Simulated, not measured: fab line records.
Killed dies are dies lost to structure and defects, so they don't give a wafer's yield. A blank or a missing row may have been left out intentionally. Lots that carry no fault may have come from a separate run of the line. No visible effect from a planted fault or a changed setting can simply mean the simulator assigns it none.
Which of the tools did it?    flow gf180mcu    13 lots with 39 wafers sampled at 2 steps, on a route of 602 steps

WHAT THE GAUGES READ, wafer by wafer
GF_LVPWELL_TW_MEAS_11. Usual: LVPWELL_TW typically reads 566, with standard deviation 6.
lot   measured     on             LVPWELL_TW   flag
L742  day 3 20:46  film metro-01  566 568 569  
L743  day 4 05:04  film metro-03  557 559 558  
L746  day 4 21:13  film metro-04  572 572 575  
L748  day 5 06:37  film metro-01  570 569 568  
L750  day 5 18:50  film metro-04  571 570 570  
L755  day 6 23:24  film metro-01  568 571 569  
L758  day 7 16:23  film metro-01  571 568 569  
L759  day 7 21:01  film metro-01  563 566 568  
L760  day 8 03:08  film metro-03  556 554 557  
L761  day 8 07:56  film metro-01  565 568 569  
L763  day 8 19:44  film metro-03  554 554 553  
L764  day 9 00:32  film metro-01  569 567 568  
L765  day 9 07:42  film metro-01  567 568 568  

EACH LOT AND THE TOOL THAT RAN IT (in order: tool; ch and the chambers of the sampled wafers; start)
lot   GF_STI_WET_ETCH_17
L742  wet bench-02 ch 1, day 2 01:44
L743  wet bench-01 ch 2, day 2 07:01
L746  wet bench-02 ch 3, day 2 23:46
L748  wet bench-01 ch 1, day 3 08:10
L750  wet bench-01 ch 3, day 3 18:50
L755  wet bench-02 ch 1, day 4 21:29
L758  wet bench-04 ch 3, day 5 12:30
L759  wet bench-02 ch 0, day 5 17:10
L760  wet bench-04 ch 2, day 5 22:08
L761  wet bench-02 ch 3, day 6 03:28
L763  wet bench-01 ch 2, day 6 14:47
L764  wet bench-01 ch 2, day 6 19:06
L765  wet bench-01 ch 0, day 7 00:38
- GF_STI_WET_ETCH_17: etches Si3N4 in H3PO4, target depth 45 nm, time 514 s.

AS READ BY THE TOOLS THEMSELVES (means over the sampled wafers that have a number; for cases with no such wafer, the mark the record gives instead)
GF_STI_WET_ETCH_17. Usual: 541.0 s for run length s, sd 3.
lot   tool          run length s (s)  flag
L742  wet bench-02  540.0             
L743  wet bench-01  545.9             
L746  wet bench-02  546.6             
L748  wet bench-01  539.9             
L750  wet bench-01  918.9             OFF
L755  wet bench-02  538.3             
L758  wet bench-04  539.4             
L759  wet bench-02  540.1             
L760  wet bench-04  539.5             
L761  wet bench-02  538.4             
L763  wet bench-01  538.2             
L764  wet bench-01  538.2             
L765  wet bench-01  540.2             

THE ANSWER, worked out from the rows above alone
Rule: a lot counts as off when the mean over its wafers that have a number is more than 3 standard deviations away from the usual mean. A lot without any number at a reading at which 4 lots or more have one is off too. The other lots that the step has rows for count as sound. After the gauges, taken in route order, come the tools' own readings; for these a lot's mean is taken, as printed above. The first step at which some lot is off is used, and at that step the reading that is off furthest; a lot without a number counts as furthest.
Off, at GF_STI_WET_ETCH_17 on run length s: L750.
If a tool, at that step or one of the process steps before it, ran each lot that is off and ran no sound lot following the first of them, it fits. None of those tried fits.

WHAT WAS PUT IN BY THE SIMULATOR
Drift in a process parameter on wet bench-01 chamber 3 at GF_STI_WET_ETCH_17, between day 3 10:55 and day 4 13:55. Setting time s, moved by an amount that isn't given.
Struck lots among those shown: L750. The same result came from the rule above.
